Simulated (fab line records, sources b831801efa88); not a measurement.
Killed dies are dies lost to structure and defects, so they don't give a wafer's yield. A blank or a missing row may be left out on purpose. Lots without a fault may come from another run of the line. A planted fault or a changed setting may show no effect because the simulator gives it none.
Chamber matching | flow gf180mcu | GF_MIM_CVD_05 on pecvd-01: 3 sister chambers
The step deposits Si3N4, target thk 42 nm, time 29.086 s. 6 wafers are shown with their chamber, then 9 later ones without.

WAFERS WITH THEIR CHAMBER
wafer  | chamber | heater_power_w (W) | heater_power_outer_w (W)
L085.4 | 0       | 819                | 457
L085.5 | 1       | 606                | 383
L085.6 | 2       | 748                | 407
L088.3 | 2       | 708                | 380
L088.5 | 1       | 680                | 450
L088.6 | 0       | 835                | 456

WAFERS WITHOUT THEIR CHAMBER
wafer  | heater_power_w (W) | heater_power_outer_w (W)
L093.3 | 777                | 431
L093.4 | 651                | 425
L093.6 | 803                | 465
L095.1 | 647                | 327
L095.5 | 644                | 400
L095.6 | 637                | 329
L097.3 | 764                | 436
L097.5 | 778                | 431
L097.6 | 692                | 426

WHICH CHAMBER EACH WENT THROUGH
wafer  | from the rows above          | in truth
L093.3 | can't be placed: 0 or 2      | 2
L093.4 | 1                            | 1
L093.6 | 0                            | 0
L095.1 | can't be placed: 1 or 2      | 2
L095.5 | can't be placed: 1 or 2      | 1
L095.6 | can't be placed: 1 or 2      | 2
L097.3 | can't be placed: 2 or 0 or 1 | 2
L097.5 | can't be placed: 0 or 2      | 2
L097.6 | can't be placed: 1 or 2      | 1
Placed correctly: 2 of 9. Can't be placed from these rows: 7 (the true chamber is among the candidates in 7). Placed wrongly: 0.
How it was worked out, from the rows above alone: a wafer's distance from a chamber is the root of the sum, over the readings, of the square of ((its reading less the chamber's mean) divided by the reading's scatter). The wafer belongs to the nearest chamber; if the next one is less than 2 further off, it can't be placed. A chamber's mean is the mean of its shown wafers. The scatter: the root of (the sum of the squares of (reading less its chamber's mean) over the shown wafers, divided by (wafers less chambers)).
